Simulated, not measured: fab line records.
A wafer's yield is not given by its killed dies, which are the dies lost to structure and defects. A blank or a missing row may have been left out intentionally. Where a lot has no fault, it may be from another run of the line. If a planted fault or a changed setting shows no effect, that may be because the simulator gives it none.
Which tool is to blame? + flow gf180mcu + at 1 step of a route of 602, 7 lots with 21 wafers sampled

## WHAT THE GAUGES READ, wafer by wafer
GF_V5_THK_MEAS_03.
| lot  | measured     | on            | V5_CVD_02_THK (nm) |
|------|--------------|---------------|--------------------|
| L806 | day 26 19:16 | film metro-02 | 1424 1450 1458     |
| L808 | day 27 15:09 | film metro-03 | 1447 1461 1473     |
| L811 | day 28 10:04 | film metro-04 | 1477 1460 1484     |
| L814 | day 29 10:34 | film metro-04 | 1457 1472 1476     |
| L819 | day 30 23:45 | film metro-02 | 1469 1430 1421     |
| L825 | day 32 11:47 | film metro-04 | 1434 1412 1449     |
| L827 | day 32 22:23 | film metro-02 | 1493 1460 1477     |

## WHICH TOOL RAN EACH LOT (tool, then ch and the chambers of the sampled wafers, then the start)
Record: no process step prior to these readings.

## THE ANSWER, worked out from the rows above alone
Rule: usual is defined by the lots themselves. Put in order of their means at a reading, lots are off if they are a third of the lots or fewer, leave a main group of 4 or more, and stand apart from it by a gap of 3 or more times the standard deviation of the main group's means; of several such gaps the widest counts. A main group whose means are all the same, to the digits that the tables above print for the reading, isn't used. Also off: a lot with no number at a reading for which 4 or more lots have one. The other lots that the step has rows for count as sound.
No lot is off at any reading shown: from this, nothing can be told.

## WHAT HAD BEEN PUT IN BY THE SIMULATOR
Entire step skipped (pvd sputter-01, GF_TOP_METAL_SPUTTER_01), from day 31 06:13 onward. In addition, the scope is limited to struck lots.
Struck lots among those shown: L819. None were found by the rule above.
